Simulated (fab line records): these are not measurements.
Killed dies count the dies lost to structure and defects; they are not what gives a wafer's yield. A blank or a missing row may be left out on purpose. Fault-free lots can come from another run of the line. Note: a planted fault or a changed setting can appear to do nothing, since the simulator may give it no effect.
Which tool did it?    flow gf180mcu    36 wafers from 12 lots sampled at 5 of the route's 602 steps

== WHAT EACH GAUGE READ, for each wafer ==
GF_V4_BOW_MEAS_05.
lot   measured      on             V4_BOW (um)
L465  day 23 23:04  film metro-03  128 131 139
L467  day 24 10:37  film metro-01  129 123 121
L469  day 25 23:05  film metro-04  147 155 156
L471  day 26 03:16  film metro-03  128 123 138
L470  day 26 11:45  film metro-01  139 138 143
L473  day 26 17:25  film metro-03  155 136 141
L477  day 27 22:53  film metro-04  115 117 115
L478  day 28 14:49  film metro-04  127 128 120
L479  day 28 17:49  film metro-03  126 124 127
L480  day 28 19:16  film metro-03  142 150 149
L481  day 29 05:49  film metro-03  139 149 126
L487  day 30 18:43  film metro-03  137 135 131

GF_V4_RS_MEAS_24: a four-point-probe measurement.
lot   measured      on             V4_W_RS (ohm/sq)
L465  day 24 22:58  film metro-01  0.328 0.320 0.333
L467  day 25 22:01  film metro-04  0.334 0.333 0.330
L469  day 26 16:15  film metro-03  0.331 0.337 0.332
L471  day 27 00:38  film metro-03  0.332 0.334 0.328
L470  day 27 09:26  film metro-03  0.329 0.326 0.328
L473  day 27 14:58  film metro-01  0.331 0.331 0.327
L477  day 28 19:29  film metro-04  0.328 0.331 0.311
L478  day 29 10:40  film metro-01  0.319 0.327 0.327
L479  day 29 14:20  film metro-03  0.338 0.316 0.338
L480  day 29 15:40  film metro-03  0.318 0.314 0.324
L481  day 30 00:22  film metro-01  0.330 0.310 0.331
L487  day 31 13:53  film metro-03  0.325 0.314 0.316

GF_V4_THK_MEAS_25: measures by xrf.
lot   measured      on             V4_W_THK (nm)
L465  day 24 23:04  film metro-01  350 356 343
L467  day 25 22:08  film metro-04  350 351 355
L469  day 26 16:22  film metro-03  345 341 347
L471  day 27 00:44  film metro-03  344 345 351
L470  day 27 09:34  film metro-03  351 353 351
L473  day 27 15:04  film metro-01  346 347 351
L477  day 28 19:36  film metro-04  355 351 374
L478  day 29 10:46  film metro-01  360 352 351
L479  day 29 14:26  film metro-03  343 367 342
L480  day 29 15:47  film metro-03  363 368 361
L481  day 30 00:29  film metro-01  348 371 348
L487  day 31 13:59  film metro-03  351 364 360

== TOOL THAT RAN EACH LOT (tool first, then ch and the chambers of the sampled wafers, then the start) ==
lot   GF_V4_ETCH_17                                  GF_V4_CVD_23
L465  rie diel-01 ch 1,3, day 24 22:52 or earlier    cvd w-02 ch 0,1, day 24 22:52
L467  rie diel-04 ch 1,2, day 25 21:53 or earlier    cvd w-01 ch 0,1, day 25 21:53
L469  rie diel-01 ch 0,1,2, day 26 16:08 or earlier  cvd w-01 ch 0,1, day 26 16:08
L471  rie diel-03 ch 1,3, day 27 00:29 or earlier    cvd w-01 ch 0,1, day 27 00:29
L470  rie diel-01 ch 0,1,2, day 27 09:20 or earlier  cvd w-02 ch 1, day 27 09:20
L473  rie diel-04 ch 0,2,3, day 27 14:50 or earlier  cvd w-01 ch 0,1, day 27 14:50
L477  rie diel-01 ch 0,1,2, day 28 19:22 or earlier  cvd w-01 ch 0,1, day 28 19:22
L478  rie diel-03 ch 0,2,3, day 29 10:32 or earlier  cvd w-02 ch 0,1, day 29 10:32
L479  rie diel-01 ch 1,2, day 29 14:13 or earlier    cvd w-01 ch 0,1, day 29 14:13
L480  rie diel-04 ch 0,1,2, day 29 15:32 or earlier  cvd w-02 ch 0,1, day 29 15:32
L481  rie diel-04 ch 0,1,3, day 30 00:14 or earlier  cvd w-01 ch 0,1, day 30 00:14
L487  rie diel-04 ch 1,3, day 31 13:46 or earlier    cvd w-02 ch 0,1, day 31 13:46
- GF_V4_ETCH_17: etches SiO2 in C4F8/O2/Ar, stops on TiN, target depth 630 nm.
- GF_V4_CVD_23: deposits W, target thk 350 nm, time 104.9 s.

== AS READ BY THE TOOLS THEMSELVES (means over the sampled wafers that have a number; for cases with no such wafer, the mark the record gives instead) ==
GF_V4_ETCH_17.
lot   tool         oes product au (a.u.)
L465  rie diel-01  0.856
L467  rie diel-04  0.854
L469  rie diel-01  0.856
L471  rie diel-03  0.861
L470  rie diel-01  0.857
L473  rie diel-04  0.855
L477  rie diel-01  0.851
L478  rie diel-03  0.855
L479  rie diel-01  0.859
L480  rie diel-04  0.856
L481  rie diel-04  0.853
L487  rie diel-04  0.855

GF_V4_CVD_23.
lot   tool      chamber pressure Torr (Torr)  heater power w (W)
L465  cvd w-02  40.07                         894
L467  cvd w-01  39.98                         807
L469  cvd w-01  40.00                         805
L471  cvd w-01  39.91                         886
L470  cvd w-02  40.02                         914
L473  cvd w-01  40.01                         806
L477  cvd w-01  41.35                         887
L478  cvd w-02  39.98                         907
L479  cvd w-01  41.35                         883
L480  cvd w-02  39.96                         889
L481  cvd w-01  41.32                         884
L487  cvd w-02  39.97                         890

== THE ANSWER, worked out from the rows above alone ==
Rule: usual is defined by the lots themselves. The widest of any qualifying gaps counts: lots, ordered by their means at a reading, are off when they make up no more than a third of the lots, leave a main group of 4 or more, and stand apart from it by 3 or more times the standard deviation of that group's means. If all means in a main group match to the digits the tables above print for the reading, that group is not used. A lot without any number at a reading at which 4 lots or more have one is off too. Any other lot the step has rows for is counted as sound. Order of review: gauges by route order, followed by the tools' own readings, for which a lot's mean as printed above is used. At the first step where some lot is off, the reading lying furthest off is the one used; lots without a number count as furthest.
Off at GF_V4_CVD_23 (chamber pressure Torr): L477, L479, L481. The main group has a mean of 39.99 Torr with a standard deviation of 0.042.
A tool fits if, at that step or a process step before it, it ran every lot that is off, and no sound lot after the first of them. With no start given for some of its lots, GF_V4_ETCH_17 uses the hours and lot order of GF_V4_CVD_23. One candidate fits, namely cvd w-01 at GF_V4_CVD_23. Its last sound lot is L473 (day 27 14:50), its first lot that is off L477 (day 28 19:22): a fault that began between those two fits.
On the lots that are off, the tool's own readings at GF_V4_CVD_23 differ by more than 5 times the standard deviation of the sound lots' means, which bears it out; chamber pressure Torr reads 41.34 Torr there versus 39.99 Torr on the sound lots.

== WHAT HAD BEEN PUT IN BY THE SIMULATOR ==
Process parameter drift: cvd w-01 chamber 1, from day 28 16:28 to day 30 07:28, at GF_V4_CVD_23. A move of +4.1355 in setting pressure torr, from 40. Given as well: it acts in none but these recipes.
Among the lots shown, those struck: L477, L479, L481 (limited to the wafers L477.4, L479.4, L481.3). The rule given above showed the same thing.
